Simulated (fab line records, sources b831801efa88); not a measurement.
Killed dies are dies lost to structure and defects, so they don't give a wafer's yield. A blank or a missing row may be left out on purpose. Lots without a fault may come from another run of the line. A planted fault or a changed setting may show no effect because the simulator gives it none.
fab line records | flow sky130
record lots=7 wafers=21 last_day=50
route steps=708 shown METAL3@536 CAPM@537
lots that met no fault: from a run of the same line without faults
start_h: hours from the record's first day to the start of the lot's first wafer shown | wait_h: hours since the lot's step before | " the same as in the row above | L1.1+2: a row that stands for several wafers | - no value, or no start given | * or withheld: withheld | < > ~ a bound
route shown NAME@n: a module of which the file shows steps, and the number in the route of the first | usual: mean/standard deviation of fault-free wafers | same: alike in all rows | chamber/n: place in a boat | sites: the reading at each site | _std_site: their standard deviation | _edge_site: outer sites' mean less inner sites' | radius_mm: how far each site lies from the wafer's centre | mask NAME#n: copy n | behind: the tool/chamber that last shaped the wafer | hold: why the lot was held/for how many hours/how that ended | device: the transistor (n, p or np) that didn't switch | end of line: the same wafers' tests at the end of the route | a step without rows: its recipe alone | killed: dies lost to structure and defects at the first sort, not the wafer's yield | map: a wafer's dies, x killed, . not, _ none there
set.NAME: the setting as run; set.NAME@STEP: as run at that earlier step | model.NAME: the simulator's own value behind a step, which no gauge read
lots at some steps of the route; a table a step, a row a wafer
services: from which hour (start_h, from the record's first day; less than 0 if before it) a tool's chamber was out of use, for how many hours, and why
## steps
# step SKY_METAL3_SPUTTER_04
# recipe material=TiN target_thk_nm=70 power_w=6500 time_s=58.3 chamber_pressure_pa=0.4
# usual throttle_valve_pct=30.3/0.8
# columns lot.wafer tool chamber start_h wait_h throttle_valve_pct
L129.1 pvd_sputter-02 - 884.47 0.0 30.8
L129.3 " - " " 29.6
L129.4 " - " " 29.1
L131.1 pvd_sputter-02 - 895.85 0.0 31.3
L131.2 " - " " 30.6
L131.5 " - " " 29.6
L135.2 pvd_sputter-01 - 925.65 0.0 30.4
L135.3 " - " " 31.3
L135.6 " - " " 30.0
L136.1 pvd_sputter-01 - 932.16 0.0 31.3
L136.3 " - " " 31.0
L136.6 " - " " 29.1
L137.2 pvd_sputter-02 - 937.20 0.0 31.4
L137.4 " - " " 29.7
L137.6 " - " " 31.2
L141.1 pvd_sputter-02 - 968.83 0.0 29.0
L141.5 " - " " 31.2
L141.6 " - " " 30.6
L144.1 pvd_sputter-01 - 1019.60 0.0 30.9
L144.2 " - " " 31.0
L144.5 " - " " 31.1
# step SKY_CAPM_CVD_00
# recipe material=SiO2 target_thk_nm=15.5 temp_c=400 time_s=withheld rf_w=450
# usual heater_power_w=663/73
# columns lot.wafer tool chamber start_h wait_h heater_power_w
L129.1 pecvd-02 2 884.52 0.0 783
L129.3 " 1 " " 820
L129.4 " 1 " " 834
L131.1 pecvd-03 2 895.90 0.0 607
L131.2 " 0 " " 668
L131.5 " 1 " " 504
L135.2 pecvd-03 1 925.70 0.0 549
L135.3 " 1 " " 546
L135.6 " 2 " " 575
L136.1 pecvd-02 0 932.21 0.0 632
L136.3 " 1 " " 723
L136.6 " 0 " " 638
L137.2 pecvd-03 2 937.25 0.0 648
L137.4 " 2 " " 631
L137.6 " 1 " " 611
L141.1 pecvd-01 2 968.88 0.0 770
L141.5 " 1 " " 628
L141.6 " 0 " " 620
L144.1 pecvd-03 1 1019.65 0.0 556
L144.2 " 2 " " 579
L144.5 " 0 " " 662
# step SKY_CAPM_THK_MEAS_01
# recipe reads=SiO2_of_CAPM_CVD_00
# usual CAPM_CVD_00_THK=15.59/0.28
# columns lot.wafer tool chamber start_h wait_h CAPM_CVD_00_THK[nm]
L129.1 film_metro-03 - 884.54 - 15.70
L129.3 " - " " 15.64
L129.4 " - " " 16.00
L131.1 film_metro-01 - 895.92 - 15.76
L131.2 " - " " 15.07
L131.5 " - " " 15.59
L135.2 film_metro-03 - 925.74 - 15.59
L135.3 " - " " 15.86
L135.6 " - " " 16.08
L136.1 film_metro-01 - 932.23 - 15.34
L136.3 " - " " 15.52
L136.6 " - " " 15.55
L137.2 film_metro-01 - 937.29 - 15.82
L137.4 " - " " 15.98
L137.6 " - " " 15.56
L141.1 film_metro-01 - 968.90 - 15.06
L141.5 " - " " 15.21
L141.6 " - " " 15.64
L144.1 film_metro-01 - 1019.70 - 15.40
L144.2 " - " " 15.59
L144.5 " - " " 15.31
# step SKY_CAPM_SPUTTER_02
# recipe material=TiN target_thk_nm=200 temp_c=300 power_w=6500 time_s=166.7 chamber_pressure_pa=0.4
# usual throttle_valve_pct=30.4/0.83
# columns lot.wafer tool chamber start_h wait_h throttle_valve_pct
L129.1 pvd_sputter-01 - 884.60 0.1 31.2
L129.3 " - " " 31.2
L129.4 " - " " 30.6
L131.1 pvd_sputter-04 - 895.98 0.1 29.4
L131.2 " - " " 31.2
L131.5 " - " " 30.6
L135.2 pvd_sputter-02 - 925.79 0.0 30.6
L135.3 " - " " 29.1
L135.6 " - " " 28.9
L136.1 pvd_sputter-02 - 932.29 0.1 29.5
L136.3 " - " " 28.8
L136.6 " - " " 29.0
L137.2 pvd_sputter-01 - 937.34 0.0 31.3
L137.4 " - " " 30.4
L137.6 " - " " 31.3
L141.1 pvd_sputter-01 - 968.96 0.1 31.2
L141.5 " - " " 28.9
L141.6 " - " " 30.4
L144.1 pvd_sputter-01 - 1019.76 0.1 31.3
L144.2 " - " " 31.2
L144.5 " - " " 30.5
# step SKY_CAPM_RS_MEAS_03
# recipe thk_meas_gauge=four-point-probe reads=TiN_of_CAPM_SPUTTER_02
# usual CAPM_TIN_RS=6.90/0.077
# columns lot.wafer tool chamber start_h wait_h CAPM_TIN_RS[ohm/sq]
L129.1 film_metro-02 - 884.71 0.1 6.95
L129.3 " - " " 7.06
L129.4 " - " " 7.05
L131.1 film_metro-02 - 896.09 0.1 7.00
L131.2 " - " " 6.85
L131.5 " - " " 6.80
L135.2 film_metro-03 - 925.92 0.1 6.94
L135.3 " - " " 6.93
L135.6 " - " " 6.88
L136.1 film_metro-02 - 932.40 0.1 6.90
L136.3 " - " " 6.77
L136.6 " - " " 6.79
L137.2 film_metro-03 - 937.47 0.1 6.93
L137.4 " - " " 6.99
L137.6 " - " " 6.91
L141.1 film_metro-02 - 969.07 0.1 6.94
L141.5 " - " " 6.95
L141.6 " - " " 6.93
L144.1 film_metro-01 - 1019.87 0.1 6.98
L144.2 " - " " 6.93
L144.5 " - " " 7.02
# step SKY_CAPM_THK_MEAS_04
# recipe thk_meas_gauge=xrf reads=TiN_of_CAPM_SPUTTER_02
# usual CAPM_TIN_THK=200.2/2.3
# columns lot.wafer tool chamber start_h wait_h CAPM_TIN_THK[nm]
L129.1 film_metro-02 - 884.83 0.1 199.3
L129.3 " - " " 196.1
L129.4 " - " " 196.3
L131.1 film_metro-02 - 896.21 0.1 198.1
L131.2 " - " " 202.2
L131.5 " - " " 203.7
L135.2 film_metro-03 - 926.03 0.1 197.9
L135.3 " - " " 198.2
L135.6 " - " " 200.0
L136.1 film_metro-02 - 932.52 0.1 200.0
L136.3 " - " " 203.4
L136.6 " - " " 203.9
L137.2 film_metro-03 - 937.58 0.1 199.4
L137.4 " - " " 196.1
L137.6 " - " " 197.9
L141.1 film_metro-02 - 969.19 0.1 200.6
L141.5 " - " " 199.7
L141.6 " - " " 200.0
L144.1 film_metro-01 - 1019.99 0.1 198.1
L144.2 " - " " 199.1
L144.5 " - " " 197.3
# step SKY_CAPM_DEHYDRATE_05
# recipe temp_c=200 time_s=60
# step SKY_CAPM_HMDS_06
# recipe prime_time_s=60 prime_temp_c=120
# step SKY_CAPM_COAT_07
# recipe resist=NOVOLAK spin_rpm=3000 resist_thk_nm=1140
# step SKY_CAPM_SOFTBAKE_08
# recipe temp_c=90 time_s=60 resist=NOVOLAK
# step SKY_CAPM_EXPOSE_09
# recipe mask_id=CAPM na=0.6 source_shape=conventional sigma_outer=0.6 polarization=unpolarized target_cd_nm=1000 dose_mj=159
# step SKY_CAPM_PEB_10
# recipe temp_c=withheld time_s=* resist=NOVOLAK
# step SKY_CAPM_DEVELOP_11
# recipe resist=NOVOLAK developer=TMAH develop_time_s=60 dev_temp_c=23
# usual chill_plate_temp_C=22.95/0.12 develop_time_s=60/0
# columns lot.wafer tool chamber start_h wait_h chill_plate_temp_C develop_time_s
L129.1 litho_track-02 0 910.23 0.1 22.90 60
L129.3 " 0 " " 22.89 60
L129.4 " 0 " " 22.99 60
L131.1 litho_track-02 0 920.78 0.1 23.08 60
L131.2 " 0 " " 23.03 60
L131.5 " 0 " " 23.03 60
L135.2 litho_track-04 - 950.96 0.1 - -
L135.3 " - " " - -
L135.6 " - " " - -
L136.1 litho_track-02 - 956.58 0.1 - -
L136.3 " - " " - -
L136.6 " - " " - -
L137.2 litho_track-03 - 961.53 0.1 - -
L137.4 " - " " - -
L137.6 " - " " - -
L141.1 litho_track-02 0 992.03 0.1 23.12 60
L141.5 " 0 " " 22.96 60
L141.6 " 0 " " 23.08 60
L144.1 litho_track-04 0 1041.74 0.1 23.02 60
L144.2 " 0 " " 22.94 60
L144.5 " 0 " " 23.15 60
# step SKY_CAPM_OVL_MEAS_12
# usual CAPM_OVL=1.4/1.3
# columns lot.wafer tool chamber start_h wait_h CAPM_OVL[nm]
L129.1 overlay-01 - 910.38 0.1 2.1
L129.3 " - " " 2.1
L129.4 " - " " -0.3
L131.1 overlay-01 - 920.93 0.1 1.7
L131.2 " - " " 2.2
L131.5 " - " " 1.9
L135.2 overlay-02 - 951.09 0.1 -
L135.3 " - " " -
L135.6 " - " " -
L136.1 overlay-01 - 956.73 0.1 -
L136.3 " - " " -
L136.6 " - " " -
L137.2 overlay-02 - 961.66 0.1 -
L137.4 " - " " -
L137.6 " - " " -
L141.1 overlay-02 - 992.18 0.1 0.3
L141.5 " - " " 1.5
L141.6 " - " " 0.2
L144.1 overlay-01 - 1041.89 0.1 2.3
L144.2 " - " " 2.7
L144.5 " - " " 2.4
## services
# columns tool chamber start_h hours kind
pecvd-01 0 864.63 5.5 scheduled_down
pvd_sputter-01 - 873.09 9.9 repair
pecvd-03 2 882.09 2.1 scheduled_down
pecvd-01 - 903.72 1.1 repair
pecvd-03 0 916.35 21.4 repair
pecvd-02 1 932.44 2.1 scheduled_down
pecvd-01 2 951.48 10.9 repair
pvd_sputter-01 - 953.83 4.6 repair
pecvd-02 - 959.92 0.8 repair
pecvd-01 - 978.98 2.8 pm
pecvd-02 1 986.21 - calibration
pvd_sputter-04 - 988.84 52.3 repair
pecvd-02 1 999.38 - clean
pecvd-02 1 999.38 - consumable_replace:showerhead
pecvd-02 1 999.38 29.0 scheduled_down
pecvd-02 1 999.38 29.0 vent_cycle
pecvd-01 1 1014.33 2.1 scheduled_down
pecvd-03 - 1027.98 0.6 repair
pecvd-01 2 1028.29 5.0 scheduled_down
## key
first_sign step=SKY_CAPM_DEVELOP_11 reading=tool_record direction=missing
effect none on later readings
met_at SKY_CAPM_DEVELOP_11
struck_wafers L135.2,L135.3,L135.6,L136.1,L136.3,L136.6,L137.2,L137.4,L137.6
later_rows_left_out L135.2,L135.3,L135.6,L136.1,L136.3,L136.6,L137.2,L137.4,L137.6
sort_left_out L135.2,L135.3,L135.6,L136.1,L136.3,L136.6,L137.2,L137.4,L137.6
onset_between 920.78 950.96
fault kind=skipped_step_whole tool=litho_track-02,litho_track-03,litho_track-04 chamber=- onset_h=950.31 steps=SKY_CAPM_DEVELOP_11 scope=struck_lots_only
# sort_left_out: the simulated sort isn't trusted on such a fault, so these wafers' sort isn't shown, and their yield isn't known
# later_rows_left_out: the simulator's readings of these wafers behind a module that went badly wrong aren't trusted and aren't shown, but for the sort
